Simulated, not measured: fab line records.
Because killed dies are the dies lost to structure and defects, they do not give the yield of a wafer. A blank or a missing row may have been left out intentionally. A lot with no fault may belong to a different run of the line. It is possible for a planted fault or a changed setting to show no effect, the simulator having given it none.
fab line records	flow sky130
record: lots: 6	wafers: 18	lastDay: 50
route steps=708 shown VT_ADJUST_HVTP@87 VT_ADJUST_LVTN@97 PAD_OPEN@708
lots with no fault: from the same line, run without faults
startH: the number of hours between the record's first day and the start of the first shown wafer of the lot	waitH: hours from the lot's prior step to this one	" same as the row above	L1.1+2: a single row standing in for several wafers	- value missing, or start not given	* or withheld: withheld	< > ~ a bound
route shown NAME@n: names a module that has steps shown in the file, with the first one's number in the route	usual: mean/standard deviation of fault-free wafers	same: alike in all rows	chamber/n: place in a boat	sites: each site's reading	_std_site: the values' standard deviation	_edge_site: the outer-site mean with the inner-site mean subtracted	radiusMm: for every site, how far away it sits from the centre of the wafer	mask NAME#n: copy n	behind: the most recent tool/chamber to have shaped the wafer	hold: the reason the lot was held/the length of the hold in hours/how it ended	device: whichever transistor did not switch (one of n, p or np)	end of line: tests of these same wafers at the route's end	for a step that has no rows: nothing shown but its recipe	killed: count of dies lost to structure and defects at first sort (not the wafer's yield)	map: a wafer's dies, marking killed ones x, the rest . and places with no die _
set.NAME: the setting that was run; set.NAME@STEP: the one run at that earlier step	model.NAME: the simulator's own value behind a step, which no gauge read
lots seen at some steps along the route; tables by step, rows by wafer
services: the hour from which a tool's chamber was out of use, counted from the record's first day as startH (under 0 if before that day), plus the number of hours and why
== steps ==
step: SKY_VT_ADJUST_HVTP_COAT_02
recipe: resist: NOVOLAK	spinRpm: 3000	resistThkNm: 1140
step: SKY_VT_ADJUST_HVTP_SOFTBAKE_03
recipe: tempC: 90	timeS: 60	resist: NOVOLAK
step: SKY_VT_ADJUST_HVTP_EXPOSE_04
recipe: maskId: HVTPM	na: 0.6	sourceShape: conventional	sigmaOuter: 0.6	polarization: unpolarized	targetCdNm: 380	doseMj: 140
step: SKY_VT_ADJUST_HVTP_PEB_05
recipe: tempC: withheld	timeS: *	resist: NOVOLAK
step: SKY_VT_ADJUST_HVTP_DEVELOP_06
recipe: resist: NOVOLAK	developer: TMAH	developTimeS: 60	devTempC: 23
step: SKY_VT_ADJUST_HVTP_CD_MEAS_07
recipe: targetCdNm: 380
usual: cdNm: 380.9/2.7
lot.wafer	tool	chamber	startH	waitH	cdNm
L757.1	cdSem-01	-	142.20	0.1	382.2
L757.2	"	-	"	"	380.3
L757.6	"	-	"	"	381.4
L763.2	cdSem-01	-	170.41	0.1	374.5
L763.3	"	-	"	"	373.8
L763.6	"	-	"	"	375.1
L765.2	cdSem-01	-	186.37	0.1	380.4
L765.3	"	-	"	"	380.7
L765.5	"	-	"	"	380.8
L771.2	cdSem-02	-	221.92	0.1	382.2
L771.3	"	-	"	"	380.7
L771.4	"	-	"	"	380.9
L775.1	cdSem-02	-	249.79	0.1	380.5
L775.3	"	-	"	"	383.8
L775.5	"	-	"	"	383.8
L777.3	cdSem-02	-	264.13	0.1	378.8
L777.5	"	-	"	"	380.3
L777.6	"	-	"	"	379.2
step: SKY_VT_ADJUST_HVTP_OVL_MEAS_08
usual: VT_ADJUST_HVTP_OVL: 0.7/1.5
lot.wafer	tool	chamber	startH	waitH	VT_ADJUST_HVTP_OVL[nm]
L757.1	overlay-02	-	142.32	0.1	0.2
L757.2	"	-	"	"	1.4
L757.6	"	-	"	"	-0.5
L763.2	overlay-02	-	170.51	0.1	-1.3
L763.3	"	-	"	"	-0.7
L763.6	"	-	"	"	-1.7
L765.2	overlay-01	-	186.47	0.1	1.9
L765.3	"	-	"	"	1.8
L765.5	"	-	"	"	1.7
L771.2	overlay-01	-	222.02	0.1	-1.6
L771.3	"	-	"	"	-1.2
L771.4	"	-	"	"	-0.2
L775.1	overlay-01	-	249.91	0.1	-0.3
L775.3	"	-	"	"	0.7
L775.5	"	-	"	"	1.5
L777.3	overlay-01	-	264.22	0.1	-0.8
L777.5	"	-	"	"	-0.1
L777.6	"	-	"	"	-1.1
step: SKY_VT_ADJUST_HVTP_IMPLANT_09
recipe: species: As	energyKev: 150	doseCm2: 4.3e+12	tiltDeg: withheld
step: SKY_VT_ADJUST_HVTP_STRIP_10
recipe: chemistry: O2/N2	powerW: 1400	pressureMtorr: 1500	platenTempC: withheld	o2FlowSccm: 3000	n2FlowSccm: 300	overashFraction: 0.5
usual: drypumpMotorCurrentA: 5.9/0.31	oesProductAu: 0.715/0.0046	stripTimeToEndpointS: 14.20/0.04
same: overashFraction: 0.5
lot.wafer	tool	chamber	startH	waitH	drypumpMotorCurrentA	oesProductAu	rfHoursCounterH	stripTimeToEndpointS
L757.1	plasmaAsher-03	0	142.50	0.1	6.0	0.711	48	14.20
L757.2	"	1	"	"	5.3	0.718	48	14.21
L757.6	"	1	"	"	5.3	0.717	-	14.25
L763.2	plasmaAsher-01	0	170.69	0.1	5.9	0.718	49	14.23
L763.3	"	0	"	"	5.9	0.715	-	14.24
L763.6	"	1	"	"	6.2	0.711	-	14.24
L765.2	plasmaAsher-03	0	186.65	0.1	6.1	0.703	53	14.26
L765.3	"	1	"	"	5.3	0.715	-	14.22
L765.5	"	1	"	"	5.3	0.713	-	14.25
L771.2	plasmaAsher-01	0	222.20	0.1	5.9	0.709	54	14.17
L771.3	"	1	"	"	6.2	0.715	-	14.15
L771.4	"	0	"	"	5.9	0.707	-	14.17
L775.1	plasmaAsher-03	0	250.09	0.1	6.1	0.720	59	14.16
L775.3	"	1	"	"	5.3	0.717	-	14.17
L775.5	"	1	"	"	5.3	0.707	-	14.18
L777.3	plasmaAsher-03	1	264.42	0.1	5.3	0.711	-	14.25
L777.5	"	1	"	"	5.3	0.717	-	14.24
L777.6	"	0	"	"	6.0	0.710	-	14.26
step: SKY_VT_ADJUST_HVTP_TW_MEAS_11
usual: VT_ADJUST_HVTP_TW: 1362/6.5
lot.wafer	tool	chamber	startH	waitH	VT_ADJUST_HVTP_TW
L757.1	filmMetro-01	-	142.60	0.1	1366
L757.2	"	-	"	"	1366
L757.6	"	-	"	"	1368
L763.2	filmMetro-01	-	170.80	0.1	1368
L763.3	"	-	"	"	1363
L763.6	"	-	"	"	1358
L765.2	filmMetro-03	-	186.76	0.1	1373
L765.3	"	-	"	"	1362
L765.5	"	-	"	"	1359
L771.2	filmMetro-03	-	222.31	0.1	1363
L771.3	"	-	"	"	1369
L771.4	"	-	"	"	1369
L775.1	filmMetro-03	-	250.19	0.1	1355
L775.3	"	-	"	"	1353
L775.5	"	-	"	"	1367
L777.3	filmMetro-01	-	264.51	0.1	1350
L777.5	"	-	"	"	1349
L777.6	"	-	"	"	1352
step: SKY_VT_ADJUST_LVTN_DEHYDRATE_00
recipe: tempC: 200	timeS: 60
step: SKY_VT_ADJUST_LVTN_HMDS_01
recipe: primeTimeS: 60	primeTempC: 120
step: SKY_VT_ADJUST_LVTN_COAT_02
recipe: spinRpm: 2000	resistThkNm: 3000
usual: resistLineTempC: 23.00/0.1
lot.wafer	tool	chamber	startH	waitH	resistLineTempC	model.coat_of_VT_ADJUST_LVTN_COAT_02.thkNm
L757.1	lithoTrack-04	0	151.66	0.1	22.94	3012
L757.2	"	0	"	"	22.94	3006
L757.6	"	0	"	"	22.99	3016
L763.2	lithoTrack-04	0	181.59	0.1	22.90	2435
L763.3	"	0	"	"	23.11	2989
L763.6	"	0	"	"	23.05	2433
L765.2	lithoTrack-04	0	196.69	0.1	23.06	2457
L765.3	"	0	"	"	23.06	3014
L765.5	"	0	"	"	23.04	3005
L771.2	lithoTrack-01	0	233.52	0.1	22.86	3003
L771.3	"	0	"	"	22.64	3005
L771.4	"	0	"	"	22.76	2996
L775.1	lithoTrack-04	0	261.46	0.1	22.78	3003
L775.3	"	0	"	"	22.99	3002
L775.5	"	0	"	"	22.83	3010
L777.3	lithoTrack-04	0	276.31	0.1	22.96	3000
L777.5	"	0	"	"	23.02	3004
L777.6	"	0	"	"	23.02	3000
step: SKY_VT_ADJUST_LVTN_SOFTBAKE_03
recipe: tempC: 110	timeS: withheld
step: SKY_VT_ADJUST_LVTN_EXPOSE_04
recipe: maskId: NWM_COMPLEMENT_LESS_NATIVE	na: 0.6	sourceShape: conventional	sigmaOuter: 0.6	polarization: unpolarized	targetCdNm: 840	doseMj: 194
step: SKY_VT_ADJUST_LVTN_PEB_05
recipe: tempC: 115	timeS: withheld
step: SKY_VT_ADJUST_LVTN_DEVELOP_06
recipe: wallAngleDeg: 90	developer: TMAH	developTimeS: 60	devTempC: 23
usual: resistLineTempC: 22.97/0.1
lot.wafer	tool	chamber	startH	waitH	resistLineTempC	model.coat_of_VT_ADJUST_LVTN_COAT_02.thkNm
L757.1	lithoTrack-01	0	-	-	23.05	3007
L757.2	"	0	"	"	22.96	3002
L757.6	"	0	"	"	23.11	3012
L763.2	lithoTrack-04	0	-	-	22.94	2431
L763.3	"	0	"	"	22.89	2985
L763.6	"	0	"	"	23.03	2428
L765.2	lithoTrack-02	0	-	-	22.97	2453
L765.3	"	0	"	"	22.89	3010
L765.5	"	0	"	"	22.82	3000
L771.2	lithoTrack-04	0	-	-	22.94	2999
L771.3	"	0	"	"	23.08	3000
L771.4	"	0	"	"	23.01	2992
L775.1	lithoTrack-02	0	-	-	22.91	2998
L775.3	"	0	"	"	22.96	2997
L775.5	"	0	"	"	22.83	3006
L777.3	lithoTrack-02	0	-	-	23.02	2995
L777.5	"	0	"	"	22.99	3000
L777.6	"	0	"	"	22.97	2995
step: SKY_VT_ADJUST_LVTN_OVL_MEAS_07
usual: VT_ADJUST_LVTN_OVL: 0.9/1.5
lot.wafer	tool	chamber	startH	waitH	VT_ADJUST_LVTN_OVL[nm]
L757.1	overlay-01	-	161.44	-	2.0
L757.2	"	-	"	"	2.6
L757.6	"	-	"	"	1.6
L763.2	overlay-02	-	191.37	-	3.0
L763.3	"	-	"	"	-0.3
L763.6	"	-	"	"	1.6
L765.2	overlay-02	-	208.29	-	2.0
L765.3	"	-	"	"	0.6
L765.5	"	-	"	"	2.5
L771.2	overlay-01	-	245.07	-	0.8
L771.3	"	-	"	"	1.0
L771.4	"	-	"	"	-0.6
L775.1	overlay-02	-	273.69	-	1.1
L775.3	"	-	"	"	1.3
L775.5	"	-	"	"	-0.2
L777.3	overlay-02	-	288.55	-	1.0
L777.5	"	-	"	"	2.2
L777.6	"	-	"	"	1.5
step: SKY_VT_ADJUST_LVTN_IMPLANT_08
recipe: species: B	energyKev: 30	doseCm2: 1.57e+12	tiltDeg: withheld
step: SKY_VT_ADJUST_LVTN_STRIP_09
recipe: chemistry: O2/N2	powerW: 1400	pressureMtorr: 1500	platenTempC: withheld	o2FlowSccm: 3000	n2FlowSccm: 300	overashFraction: 0.5
usual: drypumpMotorCurrentA: 5.8/0.34	oesProductAu: 0.723/0.0049	stripTimeToEndpointS: 36.94/0.1
same: overashFraction: 0.5
lot.wafer	tool	chamber	startH	waitH	drypumpMotorCurrentA	oesProductAu	rfHoursCounterH	stripTimeToEndpointS
L757.1	plasmaAsher-03	0	161.63	0.1	6.1	0.720	50	37.05
L757.2	"	1	"	"	5.3	0.730	50	36.97
L757.6	"	1	"	"	5.3	0.725	-	37.09
L763.2	plasmaAsher-04	1	191.55	0.1	6.1	0.727	37	30.42
L763.3	"	1	"	"	6.0	0.723	-	36.79
L763.6	"	1	"	"	6.1	0.714	-	30.41
L765.2	plasmaAsher-01	1	208.47	0.1	6.2	0.718	53	30.65
L765.3	"	1	"	"	6.2	0.726	-	37.09
L765.5	"	1	"	"	6.2	0.727	-	36.98
L771.2	plasmaAsher-03	1	245.25	0.1	5.3	0.726	59	36.95
L771.3	"	1	"	"	5.3	0.729	-	36.97
L771.4	"	0	"	"	6.1	0.721	-	36.85
L775.1	plasmaAsher-03	0	273.87	0.1	6.0	0.726	62	36.94
L775.3	"	0	"	"	6.1	0.718	-	36.91
L775.5	"	1	"	"	5.3	0.719	-	37.03
L777.3	plasmaAsher-04	0	288.75	0.1	5.8	0.734	-	36.91
L777.5	"	1	"	"	6.1	0.723	-	36.96
L777.6	"	0	"	"	5.7	0.725	-	36.89
step: SKY_VT_ADJUST_LVTN_TW_MEAS_10
usual: VT_ADJUST_LVTN_TW: 242.1/1.6
lot.wafer	tool	chamber	startH	waitH	VT_ADJUST_LVTN_TW
L757.1	filmMetro-02	-	161.73	0.1	239.5
L757.2	"	-	"	"	238.3
L757.6	"	-	"	"	238.1
L763.2	filmMetro-03	-	191.66	0.1	242.8
L763.3	"	-	"	"	244.0
L763.6	"	-	"	"	242.1
L765.2	filmMetro-01	-	208.58	0.1	243.0
L765.3	"	-	"	"	242.8
L765.5	"	-	"	"	243.4
L771.2	filmMetro-02	-	245.36	0.1	239.7
L771.3	"	-	"	"	239.0
L771.4	"	-	"	"	238.4
L775.1	filmMetro-03	-	273.97	0.1	241.5
L775.3	"	-	"	"	241.4
L775.5	"	-	"	"	242.1
L777.3	filmMetro-01	-	288.84	0.1	242.2
L777.5	"	-	"	"	243.0
L777.6	"	-	"	"	242.2
step: SKY_PAD_OPEN_PROBE_99
usual: killed_at_M0_to_M3: 43/7.3	killed_at_M4_up: 3.1/1.7	killedAtContacts: 25/5.3	killedAtFrontEnd: 15/4.3	killedAtOther: 0.2/0.54	killedDies: 87/10	killedOpen: 48/7.6	killedShort: 38/6.1
same: grossDies: 492	killedAtBackSide: 0
lot.wafer	tool	chamber	startH	waitH	killed_at_M0_to_M3	killed_at_M4_up	killedAtContacts	killedAtFrontEnd	killedAtOther	killedDies	killedOpen	killedShort
L757.1	prober-02	-	1096.51	0.1	32	1	33	7	0	73	41	32
L757.2	prober-02	-	1096.56	0.1	39	4	18	14	0	75	40	35
L757.6	prober-02	-	1096.76	0.2	35	6	30	22	0	93	49	44
L763.2	prober-01	-	1127.15	0.1	28	5	17	10	0	60	34	26
L763.3	prober-01	-	1127.20	0.2	40	2	24	11	2	79	39	40
L763.6	prober-01	-	1127.35	0.2	60	3	20	14	1	98	53	45
L775.1	prober-02	-	1187.13	0.1	42	3	20	22	1	88	56	32
L775.3	prober-02	-	1187.23	0.2	44	7	20	24	0	95	45	49
L775.5	prober-02	-	1187.33	0.2	38	6	22	14	0	80	51	29
killed by level:class
L757.1 CONTACT:geometricParticle:open=13 VIA2:geometricParticle:open=7 METAL1:geometricParticle:short=6 LI_CONTACT:geometricParticle:short=5 LI_CONTACT:geometricParticle:open=5 LOCAL_INTERCONNECT:geometricParticle:short=5 CONTACT:geometricParticle:short=5 VIA3:geometricParticle:open=5
L757.2 METAL1:geometricParticle:short=8 CONTACT:geometricParticle:open=7 VIA3:geometricParticle:open=6 METAL2:geometricParticle:short=6 VIA2:geometricParticle:open=6 LI_CONTACT:geometricParticle:open=5 FIELD_ISO:geometricParticle:short=4 POLY_GATE:geometricParticle:open=4
L757.6 LI_CONTACT:geometricParticle:open=10 VIA1:geometricParticle:open=10 CONTACT:geometricParticle:open=8 CONTACT:geometricParticle:short=7 METAL4:geometricParticle:short=6 POLY_GATE:geometricParticle:short=5 METAL2:geometricParticle:short=5 VIA3:geometricParticle:open=5
L763.2 VIA1:geometricParticle:open=9 CONTACT:geometricParticle:open=7 POLY_GATE:geometricParticle:open=4 METAL2:geometricParticle:short=4 LI_CONTACT:geometricParticle:open=3 LOCAL_INTERCONNECT:geometricParticle:open=3 METAL1:geometricParticle:short=3 VIA3:geometricParticle:open=3
L763.3 VIA1:geometricParticle:open=9 LOCAL_INTERCONNECT:geometricParticle:short=7 LI_CONTACT:geometricParticle:open=5 VIA3:geometricParticle:open=5 VIA3:geometricParticle:short=5 VIA2:geometricParticle:open=5 FIELD_ISO:geometricParticle:open=4 FIELD_ISO:geometricParticle:short=4
L763.6 VIA2:geometricParticle:open=12 METAL2:geometricParticle:short=11 VIA1:geometricParticle:open=10 VIA3:geometricParticle:open=7 CONTACT:geometricParticle:open=7 VIA1:geometricParticle:short=7 LI_CONTACT:geometricParticle:open=6 FIELD_ISO:geometricParticle:short=5
L775.1 VIA1:geometricParticle:open=12 FIELD_ISO:geometricParticle:open=10 CONTACT:geometricParticle:open=8 FIELD_ISO:geometricParticle:short=6 LI_CONTACT:geometricParticle:open=5 VIA1:geometricParticle:short=4 METAL1:geometricParticle:short=4 VIA2:geometricParticle:open=4
L775.3 VIA1:geometricParticle:open=16 FIELD_ISO:geometricParticle:short=9 CONTACT:geometricParticle:open=7 METAL1:geometricParticle:short=6 FIELD_ISO:geometricParticle:open=5 LI_CONTACT:geometricParticle:open=5 VIA1:geometricParticle:short=5 CONTACT:geometricParticle:short=4
L775.5 CONTACT:geometricParticle:open=10 FIELD_ISO:geometricParticle:open=8 VIA1:geometricParticle:open=8 VIA3:geometricParticle:open=7 LI_CONTACT:geometricParticle:open=6 METAL2:geometricParticle:short=6 METAL1:geometricParticle:short=6 VIA2:geometricParticle:open=5
== services ==
tool	chamber	startH	hours	kind
plasmaAsher-03	-	162.68	1.5	repair
plasmaAsher-03	-	219.56	2.9	repair
plasmaAsher-01	-	262.75	20.2	repair
== key ==
firstSign: step: SKY_VT_ADJUST_LVTN_STRIP_09	reading: stripTimeToEndpointS	direction: down	sigmas: 61	usual: *	struck: *
effect none on later readings
modelEffect: step: SKY_VT_ADJUST_LVTN_COAT_02	value: coat_of_VT_ADJUST_LVTN_COAT_02.thkNm	without: 2993	struck: 2442
modelEffect: step: SKY_VT_ADJUST_LVTN_DEVELOP_06	value: coat_of_VT_ADJUST_LVTN_COAT_02.thkNm	without: 2989	struck: 2437
metAt SKY_VT_ADJUST_LVTN_COAT_02
struckWafers L763.2,L763.6,L765.2
testerLeftOut L763,L765
onsetBetween 151.66 181.59
fault: kind: processParameterDrift	tool: lithoTrack-04	chamber: -	onsetH: 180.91	steps: SKY_VT_ADJUST_LVTN_COAT_02	channel: resistThkNm	offset: -552.97	shape: step	endH: 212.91	scope: struckWafersOnly	actsIn: theseRecipesOnly	stated: 3000
testerLeftOut: of these lots the tester's yield and bins aren't shown, on N5 and GAA mostly nor the transistor test; their killed dies are dies lost to structure and defects alone, not to doping, threshold or leakage, so they don't give the yield
